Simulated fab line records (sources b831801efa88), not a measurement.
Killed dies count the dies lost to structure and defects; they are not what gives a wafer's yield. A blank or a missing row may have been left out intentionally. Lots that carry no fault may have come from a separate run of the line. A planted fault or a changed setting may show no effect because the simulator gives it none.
Check for tools in common ; flow sky130 ; 12 lots, 36 wafers sampled

## REASON FOR OPENING
At SKY_PWDE_TW_MEAS_10 the reading PWDE_TW is flagged on 2 of 12 lots. Wafers without a fault read 372.5, standard deviation 1.7.
Rule: a lot is flagged in two cases, either no wafer of it has a number, or all its wafers with numbers fall more than 4 standard deviations from that mean. The other lots count as sound.

lot;measured;on;PWDE_TW, wafer by wafer;flag
L963;day 4 00:58;filmMetro-04;370.5 372.8 368.2;
L964;day 4 06:17;filmMetro-01;372.7 371.5 375.6;
L965;day 4 15:52;filmMetro-04;371.1 373.0 371.4;
L966;day 4 20:26;filmMetro-01;370.9 372.3 372.0;
L968;day 5 07:58;filmMetro-03;373.8 370.8 373.6;
L976;day 7 04:33;filmMetro-01;392.3 391.8 395.0;FLAGGED
L978;day 7 13:50;filmMetro-03;386.8 388.7 386.7;FLAGGED
L979;day 7 20:42;filmMetro-01;373.1 372.8 373.8;
L980;day 8 06:03;filmMetro-04;373.8 374.0 372.7;
L981;day 8 15:14;filmMetro-01;372.6 373.3 371.7;
L983;day 8 20:59;filmMetro-04;372.5 373.8 375.6;
L984;day 9 01:05;filmMetro-04;372.6 372.7 371.9;
The numbers of the flagged lots are 390.2 on average: +17.7 against the usual, or +10 standard deviations.

## EACH LOT AND THE TOOL IT RAN ON
The record keeps 1 process step preceding the reading, out of 708 steps on the route. Read each cell as the tool, then ch plus the chambers that the sampled wafers visited, then the start.
lot;flag;SKY_PWDE_IMPLANT_08
L963;;implanter-01 ch 0, day 4 00:44
L964;;implanter-01 ch 0, day 4 06:04
L965;;implanter-01 ch 0, day 4 15:38
L966;;implanter-02 ch 0, day 4 20:13
L968;;implanter-04 ch 0, day 5 07:43
L976;FLAGGED;implanter-01 ch 0, day 7 04:18
L978;FLAGGED;implanter-01 ch 0, day 7 13:35
L979;;implanter-02 ch 0, day 7 20:27
L980;;implanter-04 ch 0, day 8 05:48
L981;;implanter-04 ch 0, day 8 15:01
L983;;implanter-04 ch 0, day 8 20:46
L984;;implanter-02 ch 0, day 9 00:52
What these steps do:
- SKY_PWDE_IMPLANT_08
- SKY_PWDE_TW_MEAS_10

## FLAGGED AGAINST TOTAL, ONE TOOL AT A TIME (gauges that did the reading follow at the end)
step;tool;lots run;flagged;share of the flagged lots;sound lots run after its first flagged lot
SKY_PWDE_IMPLANT_08;implanter-01;5;2;all;0
SKY_PWDE_IMPLANT_08;implanter-02;3;0;none;-
SKY_PWDE_IMPLANT_08;implanter-04;4;0;none;-
SKY_PWDE_TW_MEAS_10;filmMetro-01;5;1;some;2 (L979,L981)
SKY_PWDE_TW_MEAS_10;filmMetro-03;2;1;some;0
SKY_PWDE_TW_MEAS_10;filmMetro-04;5;0;none;-

## WHAT IS ALLOWED BY THE TABLE
In the table, 1 row covers all flagged lots: implanter-01 at SKY_PWDE_IMPLANT_08.
- implanter-01 at SKY_PWDE_IMPLANT_08 ran 5 lots, 2 of them flagged. A fault beginning between L965 (day 4 15:38), its last sound lot, and L976 (day 7 04:18), its first flagged one, fits the data. Its own readings lie more than 4 standard deviations out on every wafer of the flagged lots: beamOnS, endStationPressureTorr, faradayCurrentUA.
Just one tool remains: implanter-01 at SKY_PWDE_IMPLANT_08.

## WHAT HAD BEEN PUT IN BY THE SIMULATOR
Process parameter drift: implanter-01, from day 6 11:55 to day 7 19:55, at SKY_PWDE_IMPLANT_08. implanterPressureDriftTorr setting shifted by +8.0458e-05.
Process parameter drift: implanter-01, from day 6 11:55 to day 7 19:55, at SKY_PWDE_IMPLANT_08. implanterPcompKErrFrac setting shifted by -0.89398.
Shown lots that were struck: L976, L978. The rule given above showed the same thing.
